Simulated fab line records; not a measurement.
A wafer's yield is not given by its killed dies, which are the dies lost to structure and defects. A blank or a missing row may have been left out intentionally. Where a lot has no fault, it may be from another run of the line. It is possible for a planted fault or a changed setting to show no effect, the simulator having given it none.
fab line records	flow sky130
record lots=5	wafers=15	last_day=50
route steps=708 shown METAL3@563 VIA3@573 METAL4@598 PAD_OPEN@708
lots with no fault: from the same line, run without faults
start_h: the number of hours between the record's first day and the start of the first shown wafer of the lot	wait_h: hours since the lot's step before	" as in the row above	L1.1+2: one row covering several wafers at once	- no value, or no start given	* or withheld: withheld	< > ~ a bound
route shown NAME@n: NAME is a module with steps in the file, n the number in the route of the first one	usual: the fault-free wafers' mean and standard deviation	same: alike in all rows	chamber/n: place in a boat	sites: the reading at each site	_std_site: their standard deviation	_edge_site: mean of outer sites minus mean of inner sites	radius_mm: how far each site lies from the wafer's centre	mask NAME#n: copy n	behind: tool/chamber where the wafer was last shaped	hold: why the lot was held/for how many hours/how that ended	device: whichever transistor did not switch (one of n, p or np)	end of line: the tests these same wafers got at the end of their route	where a step has no rows: the recipe by itself	killed: the dies lost at the first sort to structure and to defects; this is not the yield of the wafer	map: a wafer's dies, marking killed ones x, the rest . and places with no die _
set.NAME: setting as actually run; set.NAME@STEP: the setting as run at that earlier step	model.NAME: the simulator's own value behind a step, which no gauge read
lots seen at some steps along the route; tables by step, rows by wafer
services: a tool's chamber out of use, with start hour (start_h, from the record's first day; less than 0 if before it), hours out, and reason
## steps
# step SKY_METAL3_CD_MEAS_13
# recipe target_cd_nm=300
# usual cd_nm=299.4/1.5
lot.wafer	tool	chamber	start_h	wait_h	cd_nm
L500.1	cd_sem-01	-	949.78	-	300.4
L500.4	"	-	"	"	299.9
L500.6	"	-	"	"	301.0
L499.1	cd_sem-01	-	950.13	-	298.3
L499.2	"	-	"	"	299.1
L499.5	"	-	"	"	298.2
L511.2	cd_sem-01	-	997.05	-	301.9
L511.3	"	-	"	"	300.4
L511.6	"	-	"	"	301.5
L517.2	cd_sem-02	-	1038.55	-	298.7
L517.4	"	-	"	"	299.0
L517.6	"	-	"	"	300.2
L518.1	cd_sem-01	-	1042.68	-	300.7
L518.3	"	-	"	"	300.6
L518.6	"	-	"	"	300.9
# step SKY_METAL3_OVL_MEAS_14
# usual METAL3_OVL=5/4.7
lot.wafer	tool	chamber	start_h	wait_h	METAL3_OVL[nm]
L500.1	overlay-01	-	949.90	0.1	1
L500.4	"	-	"	"	-3
L500.6	"	-	"	"	0
L499.1	overlay-02	-	950.25	0.1	10
L499.2	"	-	"	"	0
L499.5	"	-	"	"	2
L511.2	overlay-02	-	997.16	0.1	9
L511.3	"	-	"	"	6
L511.6	"	-	"	"	12
L517.2	overlay-01	-	1038.65	0.1	-1
L517.4	"	-	"	"	-1
L517.6	"	-	"	"	4
L518.1	overlay-01	-	1042.80	0.1	-1
L518.3	"	-	"	"	5
L518.6	"	-	"	"	6
# step SKY_METAL3_DESCUM_15
# recipe chemistry=O2	source_power_w=150	bias_power_w=0	pressure_mtorr=10	temp_c=40	time_s=8
# usual chamber_pressure_mTorr=10.000/0.0096	drypump_motor_current_A=5.7/0.45	oes_product_au=0.999/0.0056
lot.wafer	tool	chamber	start_h	wait_h	chamber_pressure_mTorr	drypump_motor_current_A	oes_product_au	rf_hours_counter_h
L500.1	rie_metal-04	0	949.94	0.0	9.992	5.7	0.992	11
L500.4	"	1	"	"	10.000	5.9	1.009	-
L500.6	"	0	"	"	9.990	5.7	0.998	-
L499.1	rie_metal-03	0	950.29	0.0	9.996	5.7	0.989	3
L499.2	"	1	"	"	10.012	6.6	1.001	13
L499.5	"	0	"	"	10.011	5.7	0.999	-
L511.2	rie_metal-03	1	997.19	0.0	10.009	6.6	1.004	16
L511.3	"	0	"	"	10.005	5.7	0.991	-
L511.6	"	1	"	"	10.005	6.6	0.998	-
L517.2	rie_metal-03	1	1038.68	0.0	10.000	6.6	0.997	19
L517.4	"	1	"	"	9.999	6.6	1.005	-
L517.6	"	1	"	"	9.989	6.6	1.002	-
L518.1	rie_metal-01	1	1042.83	0.0	10.006	4.9	0.999	15
L518.3	"	0	"	"	9.998	5.7	1.000	-
L518.6	"	1	"	"	9.991	4.9	0.995	-
# step SKY_METAL3_ETCH_16
# recipe chemistry=N2/H2	target=BARC	ion_energy_ev=200	bias_w=100	pressure_mtorr=30	n2_flow_sccm=100	h2_flow_sccm=200	icp_w=500	stop_on=SiO2	time_s=88.2	target_depth_a=600
# usual chamber_pressure_mTorr=30.000/0.029	drypump_motor_current_A=5.8/0.44	oes_product_au=0.626/0.0043	throttle_valve_pct=13.204/0.0088
lot.wafer	tool	chamber	start_h	wait_h	chamber_pressure_mTorr	drypump_motor_current_A	oes_product_au	rf_hours_counter_h	throttle_valve_pct
L500.1	rie_metal-04	0	949.97	0.0	30.020	5.8	0.622	11	13.209
L500.4	"	1	"	"	29.961	5.9	0.629	-	13.196
L500.6	"	0	"	"	30.019	5.8	0.626	-	13.203
L499.1	rie_metal-03	0	950.32	0.0	29.968	5.7	0.623	3	13.191
L499.2	"	1	"	"	29.999	6.6	0.630	13	13.192
L499.5	"	0	"	"	29.957	5.7	0.625	-	13.210
L511.2	rie_metal-03	1	997.22	0.0	29.994	6.6	0.627	16	13.219
L511.3	"	0	"	"	29.940	5.7	0.629	-	13.212
L511.6	"	1	"	"	30.054	6.6	0.626	-	13.204
L517.2	rie_metal-03	1	1038.71	0.0	29.961	6.6	0.625	19	13.191
L517.4	"	1	"	"	30.044	6.6	0.614	-	13.196
L517.6	"	1	"	"	29.995	6.6	0.632	-	13.203
L518.1	rie_metal-01	1	1042.86	0.0	29.995	4.9	0.627	15	13.184
L518.3	"	0	"	"	29.982	5.7	0.627	-	13.197
L518.6	"	1	"	"	30.024	4.9	0.620	-	13.215
# step SKY_METAL3_ETCH_17
# recipe target=SiO2	stop_on=TiN	chemistry=C4F8/O2/Ar	source_w=1500	bias_w=1200	pressure_mtorr=40	c4f8_flow_sccm=withheld	O2_flow_sccm=6	Ar_flow_sccm=300	time_s=3.9	target_depth_a=150
# usual chamber_pressure_mTorr=40.00/0.039	oes_product_au=0.757/0.0064
lot.wafer	tool	chamber	start_h	wait_h	chamber_pressure_mTorr	oes_product_au	rf_hours_counter_h
L500.1	rie_diel-04	2	950.07	0.1	40.08	0.761	2
L500.4	"	2	"	"	40.00	0.767	-
L500.6	"	1	"	"	40.06	0.764	-
L499.1	rie_diel-01	0	950.42	0.1	40.00	0.752	9
L499.2	"	3	"	"	39.95	0.754	18
L499.5	"	1	"	"	40.02	0.752	-
L511.2	rie_diel-03	1	997.32	0.1	40.00	0.757	2
L511.3	"	0	"	"	40.00	0.768	0
L511.6	"	1	"	"	39.99	0.764	-
L517.2	rie_diel-03	2	1038.81	0.1	39.98	0.757	13
L517.4	"	0	"	"	40.01	0.765	-
L517.6	"	1	"	"	39.98	0.760	-
L518.1	rie_diel-01	2	1042.96	0.1	39.98	0.752	7
L518.3	"	0	"	"	39.98	0.752	12
L518.6	"	3	"	"	39.98	0.762	-
# step SKY_METAL3_METAL_ETCH_18
# recipe target_depth_a=8450	stop_on=SiO2	over_etch_frac=0.3	time_s=183.1	chemistry=Cl2/BCl3	resist_sidewall_deg=88	pressure_mtorr=10	icp_w=900	bias_w=48.5	Cl2_flow_sccm=60	bcl3_flow_sccm=30
# step SKY_METAL3_STRIP_19
# recipe chemistry=O2/N2	power_w=1400	pressure_mtorr=1500	platen_temp_c=withheld	o2_flow_sccm=3000	n2_flow_sccm=300	overash_fraction=0.5
# step SKY_METAL3_STRIP_20
# recipe chemistry=post_etch_residue_remover	time_s=1200	temp_c=72.5
# step SKY_METAL3_CLEAN_21
# recipe chemistry=IPA	time_s=180	temp_c=25
# step SKY_METAL3_CLEAN_22
# recipe chemistry=O3/DIW	dry=n2_spin
# step SKY_VIA3_HDPCVD_00
# recipe material=SiO2	target_thk_nm=1635	sigma_open_frac=0.3	time_s=272.5	temp_c=400	sih4_flow_sccm=60	pressure_mtorr=6
# step SKY_VIA3_THK_MEAS_01
# recipe reads=SiO2_of_VIA3_HDPCVD_00
# usual VIA3_HDPCVD_THK=1642/15
lot.wafer	tool	chamber	start_h	wait_h	VIA3_HDPCVD_THK[nm]
L500.1	film_metro-02	-	951.03	0.1	1632
L500.4	"	-	"	"	1624
L500.6	"	-	"	"	1639
L499.1	film_metro-03	-	951.41	0.1	1635
L499.2	"	-	"	"	1643
L499.5	"	-	"	"	1636
L511.2	film_metro-01	-	998.29	0.1	1649
L511.3	"	-	"	"	1645
L511.6	"	-	"	"	1635
L517.2	film_metro-01	-	1039.85	0.1	1632
L517.4	"	-	"	"	1632
L517.6	"	-	"	"	1655
L518.1	film_metro-03	-	1043.93	0.1	1640
L518.3	"	-	"	"	1650
L518.6	"	-	"	"	1643
# step SKY_VIA3_CMP_02
# recipe material=SiO2	down_force_psi=4	platen_rpm=60	pad_velocity_m_s=0.94248
# usual edge_zone_pressure_frac=0.999/0.0049	motor_current_A=12.6/1.6	slurry_flow_ml_min=150.0/0.45
lot.wafer	tool	chamber	start_h	wait_h	edge_zone_pressure_frac	motor_current_A	slurry_flow_ml_min	model.SiO2_of_VIA3_HDPCVD_00.thk_nm
L500.1	cmp-02	3	951.09	0.1	0.994	10.7	149.9	463.8
L500.4	"	1	"	"	1.007	12.2	150.0	463.7
L500.6	"	0	"	"	1.000	10.6	149.9	463.1
L499.1	cmp-01	1	951.47	0.1	1.000	14.0	150.1	464.9
L499.2	"	0	"	"	1.012	11.2	149.8	463.5
L499.5	"	2	"	"	0.998	13.9	150.3	464.8
L511.3	cmp-01	3	998.34	0.0	0.991	14.8	149.6	879.2
L511.2	"	1	"	"	0.998	14.3	150.7	465.6
L511.6	"	0	"	"	0.988	11.5	149.7	465.9
L517.4	cmp-02	3	1039.95	0.1	0.998	10.7	150.3	466.3
L517.2	"	1	"	"	1.005	12.5	149.5	467.4
L517.6	"	3	"	"	0.991	12.2	150.6	466.6
L518.1	cmp-02	2	1043.99	0.1	1.003	11.1	149.4	466.5
L518.3	"	0	"	"	0.994	10.8	150.2	464.7
L518.6	"	3	"	"	0.998	10.7	149.8	464
# step SKY_VIA3_BOW_MEAS_03
# recipe mode=bow
# usual VIA3_BOW=78/7.2
lot.wafer	tool	chamber	start_h	wait_h	VIA3_BOW[um]
L500.1	film_metro-01	-	951.39	0.2	77
L500.4	"	-	"	"	86
L500.6	"	-	"	"	75
L499.1	film_metro-03	-	951.77	0.2	87
L499.2	"	-	"	"	69
L499.5	"	-	"	"	88
L511.2	film_metro-02	-	998.66	0.2	76
L511.3	"	-	"	"	101
L511.6	"	-	"	"	80
L517.2	film_metro-01	-	1040.22	0.1	71
L517.4	"	-	"	"	72
L517.6	"	-	"	"	71
L518.1	film_metro-01	-	1044.29	0.2	76
L518.3	"	-	"	"	65
L518.6	"	-	"	"	66
# step SKY_VIA3_DEHYDRATE_04
# recipe temp_c=200	time_s=60
# step SKY_VIA3_HMDS_05
# recipe prime_time_s=60	prime_temp_c=120
# step SKY_VIA3_COAT_06
# recipe resist=BARC	temp_c=withheld	time_s=withheld	spin_rpm=3000	resist_thk_nm=60
# step SKY_VIA3_COAT_07
# recipe resist=KrF-thick	spin_rpm=3000	resist_thk_nm=450
# step SKY_VIA3_SOFTBAKE_08
# recipe temp_c=100	time_s=90	resist=KrF-thick
# step SKY_VIA3_EXPOSE_09
# recipe mask_id=VIM3	na=0.8	source_shape=annular	sigma_inner=0.55	sigma_outer=0.85	target_cd_nm=200	dose_mj=38
# step SKY_VIA3_PEB_10
# recipe peb_temp_c=withheld	peb_time_s=withheld	resist=KrF-thick
# step SKY_VIA3_DEVELOP_11
# recipe develop_time_s=60	resist=KrF-thick	dev_temp_c=21
# step SKY_VIA3_CD_MEAS_12
# recipe target_cd_nm=200
# usual cd_nm=200.4/1.2
lot.wafer	tool	chamber	start_h	wait_h	cd_nm
L500.1	cd_sem-01	-	975.43	-	201.0
L500.4	"	-	"	"	202.7
L500.6	"	-	"	"	201.0
L499.1	cd_sem-01	-	976.30	-	198.7
L499.2	"	-	"	"	198.3
L499.5	"	-	"	"	197.4
L511.2	cd_sem-02	-	1021.62	-	198.3
L511.3	"	-	"	"	199.7
L511.6	"	-	"	"	200.2
L517.2	cd_sem-01	-	1061.37	-	198.0
L517.4	"	-	"	"	199.2
L517.6	"	-	"	"	199.9
L518.1	cd_sem-02	-	1065.98	-	199.0
L518.3	"	-	"	"	200.2
L518.6	"	-	"	"	197.9
# step SKY_VIA3_OVL_MEAS_13
# usual VIA3_OVL=-1/5.8
lot.wafer	tool	chamber	start_h	wait_h	VIA3_OVL[nm]
L500.1	overlay-01	-	975.55	0.1	7
L500.4	"	-	"	"	-2
L500.6	"	-	"	"	2
L499.1	overlay-01	-	976.42	0.1	2
L499.2	"	-	"	"	-3
L499.5	"	-	"	"	7
L511.2	overlay-01	-	1021.72	0.1	-4
L511.3	"	-	"	"	1
L511.6	"	-	"	"	-7
L517.2	overlay-02	-	1061.47	0.1	3
L517.4	"	-	"	"	-2
L517.6	"	-	"	"	9
L518.1	overlay-01	-	1066.10	0.1	10
L518.3	"	-	"	"	3
L518.6	"	-	"	"	-9
# step SKY_VIA3_ETCH_14
# recipe chemistry=N2/H2	target=BARC	ion_energy_ev=200	source_w=500	bias_w=100	pressure_mtorr=30	n2_flow_sccm=100	h2_flow_sccm=200	stop_on=SiO2	time_s=45.9	target_depth_a=600
# step SKY_VIA3_ETCH_15
# recipe target=SiO2	chemistry=C4F8/O2/Ar	target_depth_nm=507	stop_on=TiN	mask_material=KrF-thick	source_w=1500	bias_w=1200	pressure_mtorr=40	c4f8_flow_sccm=withheld	O2_flow_sccm=6	Ar_flow_sccm=300	time_s=78
# usual chamber_pressure_mTorr=40.00/0.034	oes_product_au=0.946/0.0046
lot.wafer	tool	chamber	start_h	wait_h	chamber_pressure_mTorr	oes_product_au	rf_hours_counter_h	model.etch.depth_nm	model.VIA3.feature_depth_nm
L500.1	rie_diel-02	0	975.63	0.0	39.99	0.940	26	463.8	463.8
L500.4	"	2	"	"	40.03	0.946	17	463.7	463.7
L500.6	"	0	"	"	39.96	0.942	-	463.1	463.1
L499.1	rie_diel-01	3	976.49	0.0	39.99	0.942	19	464.9	464.9
L499.2	"	2	"	"	39.95	0.950	5	463.5	463.5
L499.5	"	3	"	"	40.03	0.942	-	464.8	464.8
L511.2	rie_diel-02	0	1021.79	0.0	39.94	0.949	0	465.6	465.6
L511.3	"	2	"	"	40.02	1.005	19	509.1	509.1
L511.6	"	2	"	"	39.96	0.950	-	465.9	465.9
L517.2	rie_diel-02	1	1061.54	0.0	40.05	0.953	12	467.4	467.4
L517.4	"	3	"	"	40.01	0.947	19	466.3	466.3
L517.6	"	0	"	"	39.99	0.944	-	466.6	466.6
L518.1	rie_diel-02	0	1066.18	0.0	40.02	0.947	2	466.5	466.5
L518.3	"	3	"	"	39.95	0.947	19	464.7	464.7
L518.6	"	1	"	"	39.96	0.939	-	464	464
# step SKY_VIA3_STRIP_16
# recipe chemistry=O2/N2	power_w=1400	pressure_mtorr=1500	platen_temp_c=withheld	o2_flow_sccm=3000	n2_flow_sccm=300	overash_fraction=0.5
# usual chamber_pressure_mTorr=1499.9/1.2	drypump_motor_current_A=5.7/0.56	oes_product_au=0.402/0.0047	strip_time_to_endpoint_s=4.134/0.024
lot.wafer	tool	chamber	start_h	wait_h	chamber_pressure_mTorr	drypump_motor_current_A	oes_product_au	rf_hours_counter_h	strip_time_to_endpoint_s
L500.1	plasma_asher-02	0	975.69	0.0	1498.6	5.1	0.407	81	4.067
L500.4	"	1	"	"	1498.6	5.7	0.407	-	4.134
L500.6	"	0	"	"	1500.2	5.1	0.397	-	4.071
L499.1	plasma_asher-04	0	976.55	0.0	1500.0	6.4	0.403	116	4.182
L499.2	"	1	"	"	1498.4	5.5	0.412	116	4.185
L499.5	"	0	"	"	1501.0	6.4	0.409	-	4.161
L511.2	plasma_asher-02	0	1021.85	0.0	1499.4	5.1	0.397	86	4.139
L511.3	"	1	"	"	1500.1	5.8	0.403	-	4.092
L511.6	"	0	"	"	1498.7	5.1	0.420	-	4.106
L517.2	plasma_asher-02	1	1061.60	0.0	1501.0	5.8	0.404	90	4.130
L517.4	"	0	"	"	1501.0	5.1	0.406	-	4.132
L517.6	"	1	"	"	1502.8	5.8	0.404	-	4.094
L518.1	plasma_asher-01	1	1066.24	0.0	1500.4	6.4	0.403	62	4.119
L518.3	"	0	"	"	1498.4	5.0	0.399	-	4.126
L518.6	"	0	"	"	1499.5	4.9	0.404	-	4.122
# step SKY_VIA3_STRIP_17
# recipe chemistry=post_etch_residue_remover	time_s=1200	temp_c=72.5
# step SKY_VIA3_CLEAN_18
# recipe chemistry=IPA	time_s=180	temp_c=25
# step SKY_VIA3_CLEAN_19
# recipe chemistry=O3/DIW	dry=n2_spin
# step SKY_VIA3_SPUTTER_20
# recipe material=TiN	target_thk_nm=20	chamber_pressure_pa=5	power_w=4000	time_s=80
# usual throttle_valve_pct=30.1/0.96
lot.wafer	tool	chamber	start_h	wait_h	throttle_valve_pct
L500.1	pvd_sputter-04	-	976.34	0.0	31.3
L500.4	"	-	"	"	30.0
L500.6	"	-	"	"	31.4
L499.1	pvd_sputter-04	-	977.58	0.0	29.8
L499.2	"	-	"	"	31.4
L499.5	"	-	"	"	31.3
L511.2	pvd_sputter-04	-	1022.45	0.0	29.9
L511.3	"	-	"	"	31.3
L511.6	"	-	"	"	31.3
L517.2	pvd_sputter-04	-	1062.20	0.0	31.4
L517.4	"	-	"	"	29.9
L517.6	"	-	"	"	31.4
L518.1	pvd_sputter-02	-	1066.83	0.0	31.4
L518.3	"	-	"	"	28.8
L518.6	"	-	"	"	30.0
# step SKY_VIA3_CVD_21
# recipe material=W	target_thk_nm=390	time_s=117.31	temp_c=400	pressure_torr=40
# step SKY_VIA3_CMP_24
# recipe stop_on=SiO2	t_overpolish_s=20	down_force_psi=3.5	platen_rpm=60	target_thk_nm=0	pad_velocity_m_s=0.94248
# usual edge_zone_pressure_frac=1.000/0.0055	motor_current_A=11.2/1.3	slurry_flow_ml_min=149.9/0.43
lot.wafer	tool	chamber	start_h	wait_h	edge_zone_pressure_frac	motor_current_A	slurry_flow_ml_min	model.SiO2_of_VIA3_HDPCVD_00.thk_nm
L500.4	cmp-01	2	976.71	0.0	1.009	12.6	150.2	459.3
L500.1	"	3	"	"	1.003	13.7	149.3	459.4
L500.6	"	2	"	"	0.995	13.2	150.3	458.7
L499.1	cmp-01	3	977.99	0.1	1.013	13.0	149.8	460.5
L499.2	"	1	"	"	0.999	13.1	150.7	459.1
L499.5	"	3	"	"	1.003	13.7	149.6	460.4
L511.2	cmp-01	3	1022.86	0.1	0.993	13.3	149.7	461.2
L511.3	"	1	"	"	0.999	12.8	149.2	874.8
L511.6	"	3	"	"	0.991	14.0	150.2	461.5
L517.2	cmp-01	3	1062.61	0.1	1.002	13.9	150.0	463
L517.4	"	0	"	"	1.001	10.1	149.8	461.9
L517.6	"	2	"	"	1.002	12.4	149.8	462.2
L518.1	cmp-02	2	1067.25	0.1	1.000	10.6	149.7	462.1
L518.3	"	3	"	"	0.993	9.9	150.0	460.3
L518.6	"	2	"	"	1.004	10.9	149.6	459.6
# step SKY_METAL4_SPUTTER_00
# recipe material=Ti	target_thk_nm=15	power_w=3000	time_s=10	chamber_pressure_pa=0.4
# step SKY_PAD_OPEN_PROBE_99
# usual defect_limited_yield=82.6/1.8	killed_at_M0_to_M3=43/7	killed_at_M4_up=3.4/1.9	killed_at_contacts=24/5.4	killed_at_front_end=15/4.4	killed_at_other=0.4/0.63	killed_dies=86/9.1	killed_on_rim=16/3.5	killed_open=46/6.6	killed_short=39/6.6	sort_bin_3_pad_short=0.9/0.46	sort_bin_5_function=10.3/1.4	sort_bin_6_memory=6.2/1.1	sort_n_pass=406/9.1	sort_yield_pct=82.6/1.8
# same gross_dies=492	killed_at_back_side=0	sort_bin_4_leakage[%]=0	sort_bin_8_speed[%]=0
lot.wafer	tool	chamber	start_h	wait_h	defect_limited_yield[%]	killed_at_M0_to_M3	killed_at_M4_up	killed_at_contacts	killed_at_front_end	killed_at_other	killed_dies	killed_on_rim	killed_open	killed_short	sort_bin_3_pad_short[%]	sort_bin_5_function[%]	sort_bin_6_memory[%]	sort_n_pass	sort_yield_pct[%]
L499.1	prober-02	-	1117.19	0.1	83.3	36	5	26	13	2	82	12	35	46	2.0	9.1	5.5	410	83.3
L499.2	prober-02	-	1117.24	0.1	81.9	39	2	31	17	0	89	16	39	49	1.2	9.8	7.1	403	81.9
L499.5	prober-02	-	1117.39	0.2	80.3	52	4	25	16	0	97	25	62	35	1.2	13.0	5.5	395	80.3
L511.2	prober-01	-	1153.32	0.1	84.3	46	2	18	10	1	77	14	33	44	0.6	10.0	5.1	415	84.3
L511.3	prober-01	-	1153.37	0.2	0	458	3	20	11	0	492	96	52	42	0.6	93.1	6.3	0	0
L511.6	prober-01	-	1153.52	0.2	82.1	54	1	24	8	1	88	14	51	37	0.6	11.8	5.5	404	82.1
L517.2	prober-02	-	1185.06	0.1	82.3	37	4	26	20	0	87	15	42	45	1.4	11.0	5.3	405	82.3
L517.4	prober-02	-	1185.16	0.2	81.7	48	4	25	13	0	90	16	53	37	1.2	11.6	5.5	402	81.7
L517.6	prober-02	-	1185.26	0.2	83.9	39	3	21	16	0	79	14	32	47	1.6	9.1	5.3	413	83.9
L518.1	prober-02	-	1188.25	0.1	81.3	45	4	21	22	0	92	22	46	46	1.0	12.0	5.7	400	81.3
L518.3	prober-02	-	1188.35	0.2	80.5	35	1	34	25	1	96	19	52	44	1.0	11.4	7.1	396	80.5
L518.6	prober-02	-	1188.50	0.2	84.1	40	2	22	14	0	78	13	41	37	0.8	6.9	8.1	414	84.1
# killed by level:class
L499.1 VIA1:geometric_particle:open=9 CONTACT:geometric_particle:open=9 METAL2:geometric_particle:short=7 FIELD_ISO:geometric_particle:short=6 CONTACT:geometric_particle:short=6 FIELD_ISO:geometric_particle:open=5 LOCAL_INTERCONNECT:geometric_particle:short=5 METAL1:geometric_particle:short=5
L499.2 CONTACT:geometric_particle:open=9 LI_CONTACT:geometric_particle:open=8 CONTACT:geometric_particle:short=7 METAL1:geometric_particle:short=7 VIA2:geometric_particle:open=7 VIA1:geometric_particle:short=6 FIELD_ISO:geometric_particle:open=5 FIELD_ISO:geometric_particle:short=4
L499.5 VIA1:geometric_particle:open=11 LI_CONTACT:geometric_particle:open=10 VIA3:geometric_particle:open=10 METAL2:geometric_particle:short=9 CONTACT:geometric_particle:open=9 VIA1:geometric_particle:short=6 VIA2:geometric_particle:open=6 POLY_GATE:geometric_particle:open=5
L511.2 VIA1:geometric_particle:open=17 METAL2:geometric_particle:short=7 VIA1:geometric_particle:short=6 CONTACT:geometric_particle:open=5 POLY_GATE:geometric_particle:short=4 METAL1:geometric_particle:short=4 LOCAL_INTERCONNECT:geometric_particle:short=4 CONTACT:geometric_particle:short=4
L511.3 VIA3:area_etch=398 VIA1:geometric_particle:open=17 METAL1:geometric_particle:short=7 VIA2:geometric_particle:open=7 METAL3:geometric_particle:short=7 LI_CONTACT:geometric_particle:open=6 VIA3:geometric_particle:open=6 FIELD_ISO:geometric_particle:short=5
L511.6 VIA1:geometric_particle:open=14 LI_CONTACT:geometric_particle:open=10 METAL1:geometric_particle:short=9 VIA2:geometric_particle:open=8 VIA1:geometric_particle:short=7 CONTACT:geometric_particle:open=5 VIA3:geometric_particle:open=5 METAL2:geometric_particle:short=4
L517.2 CONTACT:geometric_particle:open=14 POLY_GATE:geometric_particle:short=8 VIA1:geometric_particle:open=7 VIA2:geometric_particle:short=7 FIELD_ISO:geometric_particle:open=6 CONTACT:geometric_particle:short=5 METAL2:geometric_particle:short=5 LOCAL_INTERCONNECT:geometric_particle:short=4
L517.4 VIA2:geometric_particle:open=12 CONTACT:geometric_particle:open=10 VIA1:geometric_particle:open=7 METAL2:geometric_particle:short=6 VIA3:geometric_particle:open=6 METAL1:geometric_particle:short=5 FIELD_ISO:geometric_particle:open=4 LI_CONTACT:geometric_particle:open=4
L517.6 CONTACT:geometric_particle:open=9 CONTACT:geometric_particle:short=7 VIA1:geometric_particle:open=7 VIA1:geometric_particle:short=6 VIA2:geometric_particle:short=6 VIA3:geometric_particle:open=6 FIELD_ISO:geometric_particle:short=4 POLY_GATE:geometric_particle:short=4
L518.1 VIA1:geometric_particle:open=14 FIELD_ISO:geometric_particle:short=7 POLY_GATE:geometric_particle:short=6 LI_CONTACT:geometric_particle:short=6 VIA1:geometric_particle:short=6 VIA2:geometric_particle:open=6 VIA3:geometric_particle:open=6 CONTACT:geometric_particle:short=5
L518.3 CONTACT:geometric_particle:open=12 FIELD_ISO:geometric_particle:open=10 VIA1:geometric_particle:open=8 FIELD_ISO:geometric_particle:short=7 METAL1:geometric_particle:short=7 LI_CONTACT:geometric_particle:open=6 CONTACT:geometric_particle:short=6 LOCAL_INTERCONNECT:geometric_particle:short=5
L518.6 CONTACT:geometric_particle:open=9 VIA2:geometric_particle:open=8 VIA1:geometric_particle:open=7 METAL1:geometric_particle:short=6 LI_CONTACT:geometric_particle:open=5 POLY_GATE:geometric_particle:short=4 METAL2:geometric_particle:short=4 VIA3:geometric_particle:open=4
# map L511.3 (x killed, . not)
__________xxxxxxxxxx_________
________xxxxxxxxxxxxxx_______
______xxxxxxxxxxxxxxxxxx_____
_____xxxxxxxxxxxxxxxxxxxx____
____xxxxxxxxxxxxxxxxxxxxxx___
___xxxxxxxxxxxxxxxxxxxxxxxx__
__xxxxxxxxxxxxxxxxxxxxxxxxxx_
_xxxxxxxxxxxxxxxxxxxxxxxxxxxx
_xxxxxxxxxxxxxxxxxxxxxxxxxxxx
_xxxxxxxxxxxxxxxxxxxxxxxxxxxx
_xxxxxxxxxxxxxxxxxxxxxxxxxxxx
_xxxxxxxxxxxxxxxxxxxxxxxxxxxx
_xxxxxxxxxxxxxxxxxxxxxxxxxxxx
_xxxxxxxxxxxxxxxxxxxxxxxxxxxx
_xxxxxxxxxxxxxxxxxxxxxxxxxxxx
__xxxxxxxxxxxxxxxxxxxxxxxxxx_
___xxxxxxxxxxxxxxxxxxxxxxxx__
____xxxxxxxxxxxxxxxxxxxxxx___
_____xxxxxxxxxxxxxxxxxxxx____
______xxxxxxxxxxxxxxxxxx_____
________xxxxxxxxxxxxxx_______
__________xxxxxxxxxx_________
# map L499.5 (x killed, . not)
__________x.x....x.._________
________.............._______
______....x.xxx........x_____
_____.x...x..............____
____...x.......xx.x..x..x.___
___x.......x....x....x..xx.__
__x........................._
_.x.....x.....xx...........xx
_..................x..x.....x
_..x........xx..x.....x.....x
_...x.............xx.x.......
_..xx......xx..............x.
_......xx..xx.........x..x..x
_xx..x.....x....xx.xx.x..x...
_.....x.......x.....x..xx....
__....x..xx..........x...x.._
___x......xx........x..xxx.__
____....x..x.............x___
_____..x......x.......xxx____
______...........x.xx..._____
________..x......x.x.._______
__________...x...x.._________
## services
tool	chamber	start_h	hours	kind
rie_diel-03	1	931.25	-	clean
rie_diel-03	1	931.25	27.3	scheduled_down
rie_diel-03	1	931.25	27.3	vent_cycle
rie_diel-04	3	948.60	7.6	repair
rie_diel-03	3	959.79	83.3	repair
plasma_asher-04	-	961.61	3.5	repair
rie_diel-01	1	962.98	27.9	repair
rie_metal-01	-	985.16	2.6	repair
rie_metal-04	1	997.98	14.3	repair
rie_metal-01	1	998.53	12.9	repair
rie_diel-02	0	1000.56	2.1	repair
rie_diel-02	0	1005.68	-	clean
rie_diel-02	0	1005.68	15.8	scheduled_down
rie_diel-02	0	1005.68	15.8	vent_cycle
pvd_sputter-02	-	1024.37	1.9	repair
cmp-02	-	1025.51	1.0	repair
rie_diel-02	-	1031.39	0.4	repair
rie_diel-01	1	1042.18	9.9	repair
pvd_sputter-02	-	1046.60	3.0	repair
rie_diel-01	1	1052.04	-	clean
rie_diel-01	1	1052.04	13.7	scheduled_down
rie_diel-01	1	1052.04	13.7	vent_cycle
plasma_asher-04	-	1055.25	9.0	pm
plasma_asher-04	-	1055.50	0.7	repair
## key
first_sign step=SKY_VIA3_BOW_MEAS_03	reading=VIA3_BOW	direction=up	sigmas=3.2	usual=78	struck=101
effect step=SKY_VIA3_ETCH_15	reading=oes_product_au	direction=up	sigmas=13	usual=0.946	struck=1.005
effect step=SKY_PAD_OPEN_PROBE_99	reading=killed_at_M0_to_M3	direction=up	sigmas=60	usual=43	struck=458
model_effect step=SKY_VIA3_CMP_02	value=SiO2_of_VIA3_HDPCVD_00.thk_nm	without=465.9	struck=879.2
model_effect step=SKY_VIA3_ETCH_15	value=etch.depth_nm	without=465.9	struck=509.1
model_effect step=SKY_VIA3_CMP_24	value=SiO2_of_VIA3_HDPCVD_00.thk_nm	without=461.5	struck=874.8
more_kills_born_at SKY_VIA3_ETCH_15@rie_diel-02=398
met_at SKY_VIA3_CMP_02
struck_wafers L511.3
later_rows_left_out L511.3
onset_between 951.47 998.34
fault kind=process_parameter_drift	tool=cmp-01	chamber=-	onset_h=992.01	steps=SKY_VIA3_CMP_02	channel=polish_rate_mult	offset=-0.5	shape=step	end_h=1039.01	scope=struck_wafers_only
# later_rows_left_out: the simulator's readings of these wafers behind a module that went badly wrong aren't trusted and aren't shown, but for the sort
